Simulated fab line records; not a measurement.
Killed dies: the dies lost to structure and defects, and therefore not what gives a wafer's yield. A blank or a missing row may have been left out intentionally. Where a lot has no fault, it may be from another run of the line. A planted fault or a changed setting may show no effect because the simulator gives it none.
fab line records | flow sky130
[record] lots = 12 | wafers = 34 | last-day = 50
route steps=708 shown SD_P@359 LI_CONTACT@365 LOCAL_INTERCONNECT@398 PAD_OPEN@708
lots untouched by any fault: they come from a run of this same line in which no faults occurred
start-h: hours from the record's first day to the start of the lot's first wafer shown | wait-h: hours since the lot's step before | " same as the row above | L1.1+2: several wafers, shown together as one row | - no value present, or no start provided | * or withheld: withheld | < > ~ a bound
route shown NAME@n: NAME is a module with steps in the file, n the number in the route of the first one | usual: mean and standard deviation over wafers with no fault | same: alike in all rows | chamber/n: place in a boat | sites: readings site by site | _std_site: their standard deviation | _edge_site: inner sites' mean taken away from outer sites' mean | radius-mm: how far each site lies from the wafer's centre | mask NAME#n: copy n | behind: tool/chamber where the wafer was last shaped | hold: cause of the lot's hold/its duration in hours/its outcome | device: which transistor (n, p or np) failed to switch | end of line: the route-end tests of the same wafers | step lacking rows: just its recipe | killed: the dies lost at the first sort to structure and to defects; this is not the yield of the wafer | map: a wafer's dies, marking killed ones x, the rest . and places with no die _
set.NAME: setting as actually run; set.NAME@STEP: the setting as run at that earlier step | model.NAME: the simulator's own value behind a step, which no gauge read
the route's steps for a sample of lots (tables are steps, rows are wafers)
services: the hour from which a tool's chamber was out of use, counted from the record's first day as start-h (under 0 if before that day), plus the number of hours and why
[[steps]]
[step SKY_SD_N_RS_MEAS_17]
[recipe] thk-meas-gauge = four-point-probe
[usual] SD_P_RS = 147.1/0.35
lot.wafer | tool          | chamber | start-h | wait-h | SD_P_RS[ohm/sq]
L193.1    | film-metro-03 | -       | 672.10  | 0.1    | 146.7
L193.2    | "             | -       | "       | "      | 146.8
L193.6    | "             | -       | "       | "      | 146.6
L194.2    | film-metro-01 | -       | 674.82  | 0.1    | 146.6
L194.4    | "             | -       | "       | "      | 147.4
L194.6    | "             | -       | "       | "      | 147.0
L195.3    | film-metro-03 | -       | 706.37  | 0.1    | 147.4
L195.4    | "             | -       | "       | "      | 147.4
L195.6    | "             | -       | "       | "      | 147.0
L197.1    | film-metro-03 | -       | 709.53  | 0.1    | 147.6
L197.3    | "             | -       | "       | "      | 147.2
L197.6    | "             | -       | "       | "      | 147.5
L196.2    | film-metro-03 | -       | 711.05  | 0.1    | 147.4
L196.3    | "             | -       | "       | "      | 147.6
L196.5    | "             | -       | "       | "      | 147.3
L200.3    | film-metro-01 | -       | 720.37  | 0.1    | 146.9
L200.5    | "             | -       | "       | "      | 147.3
L200.6    | "             | -       | "       | "      | 147.6
L202.3    | film-metro-01 | -       | 737.92  | 0.1    | 146.6
L202.4    | "             | -       | "       | "      | 146.5
L202.6    | "             | -       | "       | "      | 147.1
L203.1    | film-metro-01 | -       | 742.23  | 0.1    | 146.8
L203.4    | "             | -       | "       | "      | 147.2
L203.6    | "             | -       | "       | "      | 146.8
L205.3    | film-metro-04 | -       | 755.04  | 0.1    | 147.1
L205.5    | "             | -       | "       | "      | 146.9
L205.6    | "             | -       | "       | "      | 146.9
L206.5    | film-metro-04 | -       | 762.08  | 0.1    | 146.7
L206.6    | "             | -       | "       | "      | 146.8
L207.1    | film-metro-04 | -       | 776.15  | 0.1    | 147.2
L207.5    | "             | -       | "       | "      | 147.4
L214.1    | film-metro-03 | -       | 819.56  | 0.1    | 147.1
L214.4    | "             | -       | "       | "      | 147.3
L214.5    | "             | -       | "       | "      | 147.2
[step SKY_LI_CONTACT_BOW_MEAS_03]
[recipe] mode = bow
[usual] LI_CONTACT_BOW = 58/6.2
lot.wafer | tool          | chamber | start-h | wait-h | LI_CONTACT_BOW[um]
L193.1    | film-metro-03 | -       | 672.82  | 0.1    | 53
L193.2    | "             | -       | "       | "      | 49
L193.6    | "             | -       | "       | "      | 58
L194.2    | film-metro-01 | -       | 675.58  | 0.1    | 55
L194.4    | "             | -       | "       | "      | 47
L194.6    | "             | -       | "       | "      | 62
L195.3    | film-metro-03 | -       | 707.09  | 0.2    | 59
L195.4    | "             | -       | "       | "      | 58
L195.6    | "             | -       | "       | "      | 59
L197.1    | film-metro-04 | -       | 710.30  | 0.2    | 62
L197.3    | "             | -       | "       | "      | 62
L197.6    | "             | -       | "       | "      | 63
L196.2    | film-metro-04 | -       | 711.79  | 0.2    | 58
L196.3    | "             | -       | "       | "      | 47
L196.5    | "             | -       | "       | "      | 60
L200.3    | film-metro-01 | -       | 721.11  | 0.2    | 54
L200.5    | "             | -       | "       | "      | 58
L200.6    | "             | -       | "       | "      | 49
L202.3    | film-metro-01 | -       | 738.64  | 0.3    | 42
L202.4    | "             | -       | "       | "      | 58
L202.6    | "             | -       | "       | "      | 61
L203.1    | film-metro-01 | -       | 742.96  | 0.2    | 65
L203.4    | "             | -       | "       | "      | 63
L203.6    | "             | -       | "       | "      | 46
L205.3    | film-metro-03 | -       | 755.80  | 0.3    | 56
L205.5    | "             | -       | "       | "      | 46
L205.6    | "             | -       | "       | "      | 54
L206.5    | film-metro-03 | -       | 762.80  | 0.1    | 52
L206.6    | "             | -       | "       | "      | 58
L207.1    | film-metro-04 | -       | 776.87  | 0.2    | 60
L207.5    | "             | -       | "       | "      | 61
L214.1    | film-metro-04 | -       | 820.28  | 0.2    | 58
L214.4    | "             | -       | "       | "      | 63
L214.5    | "             | -       | "       | "      | 65
[step SKY_LI_CONTACT_CVD_21]
[recipe] material = W | target-thk-nm = 400 | time-s = 120.56 | temp-c = 400 | pressure-torr = 40
[usual] heater-power-w = 840/66
lot.wafer | tool     | chamber | start-h | wait-h | heater-power-w
L193.1    | cvd-w-02 | 0       | 701.06  | 0.0    | 904
L193.2    | "        | 1       | "       | "      | 918
L193.6    | "        | 1       | "       | "      | 885
L194.2    | cvd-w-02 | 1       | 704.13  | 0.0    | 891
L194.4    | "        | 1       | "       | "      | 876
L194.6    | "        | 0       | "       | "      | 903
L195.3    | cvd-w-02 | 0       | 735.19  | 0.1    | 888
L195.4    | "        | 0       | "       | "      | 909
L195.6    | "        | 0       | "       | "      | 900
L197.1    | cvd-w-01 | 1       | 738.59  | 0.0    | 735
L197.3    | "        | 0       | "       | "      | 853
L197.6    | "        | 0       | "       | "      | 872
L196.2    | cvd-w-01 | 1       | 739.80  | 0.0    | 741
L196.3    | "        | 0       | "       | "      | 860
L196.5    | "        | 0       | "       | "      | 856
L200.3    | cvd-w-01 | 0       | 748.70  | 0.1    | 868
L200.5    | "        | 1       | "       | "      | 760
L200.6    | "        | 0       | "       | "      | 857
L202.3    | cvd-w-01 | 1       | 766.48  | 0.1    | 744
L202.4    | "        | 0       | "       | "      | 884
L202.6    | "        | 0       | "       | "      | 863
L203.1    | cvd-w-01 | 0       | 770.36  | 0.0    | 854
L203.4    | "        | 1       | "       | "      | 759
L203.6    | "        | 0       | "       | "      | 861
L205.3    | cvd-w-01 | 1       | 783.48  | 0.1    | 738
L205.5    | "        | 0       | "       | "      | 867
L205.6    | "        | 1       | "       | "      | 741
L206.5    | cvd-w-01 | 0       | 790.51  | 0.1    | 867
L206.6    | "        | 1       | "       | "      | 736
L207.1    | cvd-w-01 | 1       | 804.30  | 0.0    | 772
L207.5    | "        | 0       | "       | "      | 864
L214.1    | cvd-w-02 | 0       | 847.59  | 0.0    | 906
L214.4    | "        | 0       | "       | "      | 884
L214.5    | "        | 0       | "       | "      | 883
[step SKY_LI_CONTACT_RS_MEAS_22]
[recipe] thk-meas-gauge = four-point-probe | reads = W_of_LI_CONTACT_CVD_21+TiN_of_LI_CONTACT_SPUTTER_20+Ti_of_LI_CONTACT_SPUTTER_19
[usual] LI_CONTACT_W_RS = 0.2871/0.0026
lot.wafer | tool          | chamber | start-h | wait-h | hold                     | LI_CONTACT_W_RS[ohm/sq]
L193.1    | film-metro-03 | -       | 701.19  | 0.1    | -                        | 0.2825
L193.2    | "             | -       | "       | "      | -                        | 0.2844
L193.6    | "             | -       | "       | "      | -                        | 0.2837
L194.2    | film-metro-03 | -       | 704.27  | 0.1    | -                        | 0.2906
L194.4    | "             | -       | "       | "      | -                        | 0.2851
L194.6    | "             | -       | "       | "      | -                        | 0.2859
L195.3    | film-metro-01 | -       | 735.39  | 0.2    | -                        | 0.2880
L195.4    | "             | -       | "       | "      | -                        | 0.2871
L195.6    | "             | -       | "       | "      | -                        | 0.2842
L197.1    | film-metro-04 | -       | 738.71  | 0.1    | -                        | 0.2894
L197.3    | "             | -       | "       | "      | -                        | 0.2865
L197.6    | "             | -       | "       | "      | -                        | 0.2866
L196.2    | film-metro-01 | -       | 739.95  | 0.1    | -                        | 0.2873
L196.3    | "             | -       | "       | "      | -                        | 0.2843
L196.5    | "             | -       | "       | "      | -                        | 0.2881
L200.3    | film-metro-04 | -       | 748.82  | 0.1    | -                        | 0.2820
L200.5    | "             | -       | "       | "      | -                        | 0.2879
L200.6    | "             | -       | "       | "      | -                        | 0.2850
L202.3    | film-metro-04 | -       | 766.60  | 0.1    | -                        | 0.2930
L202.4    | "             | -       | "       | "      | -                        | 0.2846
L202.6    | "             | -       | "       | "      | -                        | 0.2866
L203.1    | film-metro-03 | -       | 770.49  | 0.1    | -                        | 0.2866
L203.4    | "             | -       | "       | "      | -                        | 0.2867
L203.6    | "             | -       | "       | "      | -                        | 0.2903
L205.3    | film-metro-03 | -       | 783.60  | 0.1    | await-dispo/0.2h/release | 0.2939
L205.5    | "             | -       | "       | "      | await-dispo/0.2h/release | 0.2725
L205.6    | "             | -       | "       | "      | await-dispo/0.2h/release | 0.2947
L205.3    | film-metro-03 | -       | 783.89  | 0.3    | -                        | 0.2931
L205.5    | "             | -       | "       | "      | -                        | 0.2729
L205.6    | "             | -       | "       | "      | -                        | 0.2940
L206.5    | film-metro-01 | -       | 790.63  | 0.1    | await-dispo/0.2h/release | 0.2658
L206.6    | "             | -       | "       | "      | await-dispo/0.2h/release | 0.2905
L206.5    | film-metro-01 | -       | 790.92  | 0.3    | -                        | 0.2666
L206.6    | "             | -       | "       | "      | -                        | 0.2907
L207.1    | film-metro-01 | -       | 804.43  | 0.1    | await-dispo/0.2h/release | 0.2691
L207.5    | "             | -       | "       | "      | await-dispo/0.2h/release | 0.2666
L207.1    | film-metro-01 | -       | 804.72  | 0.3    | -                        | 0.2696
L207.5    | "             | -       | "       | "      | -                        | 0.2661
L214.1    | film-metro-04 | -       | 847.71  | 0.1    | -                        | 0.2855
L214.4    | "             | -       | "       | "      | -                        | 0.2847
L214.5    | "             | -       | "       | "      | -                        | 0.2846
[step SKY_LI_CONTACT_THK_MEAS_23]
[recipe] thk-meas-gauge = xrf | reads = W_of_LI_CONTACT_CVD_21
[usual] LI_CONTACT_W_THK = 403/6.2
lot.wafer | tool          | chamber | start-h | wait-h | hold                     | LI_CONTACT_W_THK[nm]
L193.1    | film-metro-03 | -       | 701.31  | 0.1    | -                        | 414
L193.2    | "             | -       | "       | "      | -                        | 409
L193.6    | "             | -       | "       | "      | -                        | 411
L194.2    | film-metro-03 | -       | 704.38  | 0.1    | -                        | 399
L194.4    | "             | -       | "       | "      | -                        | 409
L194.6    | "             | -       | "       | "      | -                        | 408
L195.3    | film-metro-01 | -       | 735.49  | 0.1    | -                        | 396
L195.4    | "             | -       | "       | "      | -                        | 399
L195.6    | "             | -       | "       | "      | -                        | 401
L197.1    | film-metro-04 | -       | 738.83  | 0.1    | -                        | 409
L197.3    | "             | -       | "       | "      | -                        | 411
L197.6    | "             | -       | "       | "      | -                        | 412
L196.2    | film-metro-01 | -       | 740.06  | 0.1    | -                        | 398
L196.3    | "             | -       | "       | "      | -                        | 400
L196.5    | "             | -       | "       | "      | -                        | 396
L200.3    | film-metro-04 | -       | 748.92  | 0.1    | -                        | 418
L200.5    | "             | -       | "       | "      | -                        | 407
L200.6    | "             | -       | "       | "      | -                        | 411
L202.3    | film-metro-04 | -       | 766.70  | 0.1    | -                        | 401
L202.4    | "             | -       | "       | "      | -                        | 414
L202.6    | "             | -       | "       | "      | -                        | 413
L203.1    | film-metro-03 | -       | 770.61  | 0.1    | -                        | 403
L203.4    | "             | -       | "       | "      | -                        | 402
L203.6    | "             | -       | "       | "      | -                        | 398
L205.3    | film-metro-03 | -       | 788.70  | 4.8    | await-dispo/0.2h/release | 395
L205.5    | "             | -       | "       | "      | await-dispo/0.2h/release | 422
L205.6    | "             | -       | "       | "      | await-dispo/0.2h/release | 392
L205.3    | film-metro-03 | -       | 788.93  | 0.2    | -                        | 390
L205.5    | "             | -       | "       | "      | -                        | 427
L205.6    | "             | -       | "       | "      | -                        | 390
L206.5    | film-metro-01 | -       | 792.59  | 1.6    | await-dispo/0.2h/release | 429
L206.6    | "             | -       | "       | "      | await-dispo/0.2h/release | 392
L206.5    | film-metro-01 | -       | 792.82  | 0.2    | -                        | 430
L206.6    | "             | -       | "       | "      | -                        | 395
L207.1    | film-metro-01 | -       | 808.73  | 4.0    | await-dispo/0.2h/release | 427
L207.5    | "             | -       | "       | "      | await-dispo/0.2h/release | 428
L207.1    | film-metro-01 | -       | 808.96  | 0.2    | -                        | 424
L207.5    | "             | -       | "       | "      | -                        | 430
L214.1    | film-metro-04 | -       | 847.83  | 0.1    | -                        | 412
L214.4    | "             | -       | "       | "      | -                        | 408
L214.5    | "             | -       | "       | "      | -                        | 411
[step SKY_LOCAL_INTERCONNECT_CD_MEAS_11]
[recipe] target-cd-nm = 170
[usual] cd-nm = 170.3/1.1
lot.wafer | tool      | chamber | start-h | wait-h | cd-nm
L193.1    | cd-sem-01 | -       | 728.79  | -      | 170.2
L193.2    | "         | -       | "       | "      | 169.5
L193.6    | "         | -       | "       | "      | 170.0
L194.2    | cd-sem-02 | -       | 732.16  | -      | 170.7
L194.4    | "         | -       | "       | "      | 171.3
L194.6    | "         | -       | "       | "      | 171.3
L195.3    | cd-sem-02 | -       | 763.23  | -      | 169.2
L195.4    | "         | -       | "       | "      | 171.1
L195.6    | "         | -       | "       | "      | 170.9
L197.1    | cd-sem-01 | -       | 766.54  | -      | 169.2
L197.3    | "         | -       | "       | "      | 170.0
L197.6    | "         | -       | "       | "      | 169.3
L196.2    | cd-sem-02 | -       | 767.86  | -      | 170.4
L196.3    | "         | -       | "       | "      | 171.4
L196.5    | "         | -       | "       | "      | 171.2
L200.3    | cd-sem-02 | -       | 776.13  | -      | 168.8
L200.5    | "         | -       | "       | "      | 169.4
L200.6    | "         | -       | "       | "      | 169.2
L202.3    | cd-sem-02 | -       | 792.93  | -      | 170.5
L202.4    | "         | -       | "       | "      | 169.8
L202.6    | "         | -       | "       | "      | 170.2
L203.1    | cd-sem-01 | -       | 797.39  | -      | 172.6
L203.4    | "         | -       | "       | "      | 172.9
L203.6    | "         | -       | "       | "      | 172.1
L205.3    | cd-sem-01 | -       | 809.94  | -      | 171.5
L205.5    | "         | -       | "       | "      | 170.9
L205.6    | "         | -       | "       | "      | 172.7
L206.5    | cd-sem-01 | -       | 817.37  | -      | 170.7
L206.6    | "         | -       | "       | "      | 169.4
L207.1    | cd-sem-02 | -       | 831.80  | -      | 170.6
L207.5    | "         | -       | "       | "      | 170.7
L214.1    | cd-sem-01 | -       | 874.90  | -      | 172.2
L214.4    | "         | -       | "       | "      | 170.2
L214.5    | "         | -       | "       | "      | 170.9
[step SKY_PAD_OPEN_PROBE_99]
[usual] killed_at_M0_to_M3 = 43/6.5 | killed_at_M4_up = 3.5/1.9 | killed-at-contacts = 24/5.4 | killed-at-front-end = 16/4.8 | killed-at-other = 0.4/0.64 | killed-dies = 87/9.4 | killed-open = 47/7 | killed-short = 40/6.3
[same] gross-dies = 492 | killed-at-back-side = 0
lot.wafer | tool      | chamber | start-h | wait-h | killed_at_M0_to_M3 | killed_at_M4_up | killed-at-contacts | killed-at-front-end | killed-at-other | killed-dies | killed-open | killed-short
L202.4    | prober-01 | -       | 1141.96 | 0.2    | 35                 | 6               | 36                 | 12                  | 0               | 89          | 58          | 30
L202.6    | prober-01 | -       | 1142.06 | 0.2    | 39                 | 2               | 31                 | 12                  | 1               | 85          | 48          | 36
// killed by level:class
L202.4 CONTACT:geometric-particle:open=18 VIA1:geometric-particle:open=10 LI_CONTACT:geometric-particle:open=7 POLY_GATE:geometric-particle:short=6 LOCAL_INTERCONNECT:geometric-particle:short=5 METAL1:geometric-particle:short=5 METAL2:geometric-particle:short=5 VIA2:geometric-particle:open=5
L202.6 VIA1:geometric-particle:open=10 LI_CONTACT:geometric-particle:open=8 LOCAL_INTERCONNECT:geometric-particle:short=8 CONTACT:geometric-particle:open=7 VIA3:geometric-particle:open=6 VIA1:geometric-particle:short=5 FIELD_ISO:geometric-particle:short=4 FIELD_ISO:geometric-particle:open=4
[[services]]
tool     | chamber | start-h | hours | kind
cvd-w-01 | -       | 683.55  | 14.6  | pm
cvd-w-01 | -       | 700.39  | 6.9   | pm
cvd-w-01 | 1       | 707.48  | 3.2   | repair
cvd-w-01 | 0       | 728.48  | 1.9   | repair
cvd-w-02 | 1       | 731.05  | 10.9  | repair
cvd-w-02 | -       | 755.01  | 0.9   | repair
cvd-w-01 | -       | 774.71  | 8.2   | repair
cvd-w-01 | 1       | 811.77  | 9.8   | repair
[[key]]
[first-sign] step = SKY_LI_CONTACT_RS_MEAS_22 | reading = visit | direction = added
[effect] step = SKY_LI_CONTACT_RS_MEAS_22 | reading = LI_CONTACT_W_RS | direction = down | sigmas = 7.1 | usual = 0.2871 | struck = 0.2685
[effect] step = SKY_LI_CONTACT_THK_MEAS_23 | reading = visit | direction = added
met-at SKY_LI_CONTACT_CVD_21
struck-lots L205,L206,L207
struck-wafers L205.5,L206.5,L207.1,L207.5
tester-left-out L205,L206,L207
not-acting-at SKY_SD_N_RS_MEAS_17,SKY_LI_CONTACT_BOW_MEAS_03,SKY_LOCAL_INTERCONNECT_CD_MEAS_11
onset-between 770.36 783.48
[fault] kind = process-parameter-drift | tool = cvd-w-01 | chamber = - | onset-h = 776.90 | steps = SKY_LI_CONTACT_CVD_21 | channel = target-thk-nm | offset = 26.622 | shape = step | end-h = 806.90 | scope = struck-wafers-only | acts-in = these-recipes-only | stated = 400
// tester-left-out: of these lots the tester's yield and bins aren't shown, on N5 and GAA mostly nor the transistor test; their killed dies are dies lost to structure and defects alone, not to doping, threshold or leakage, so they don't give the yield
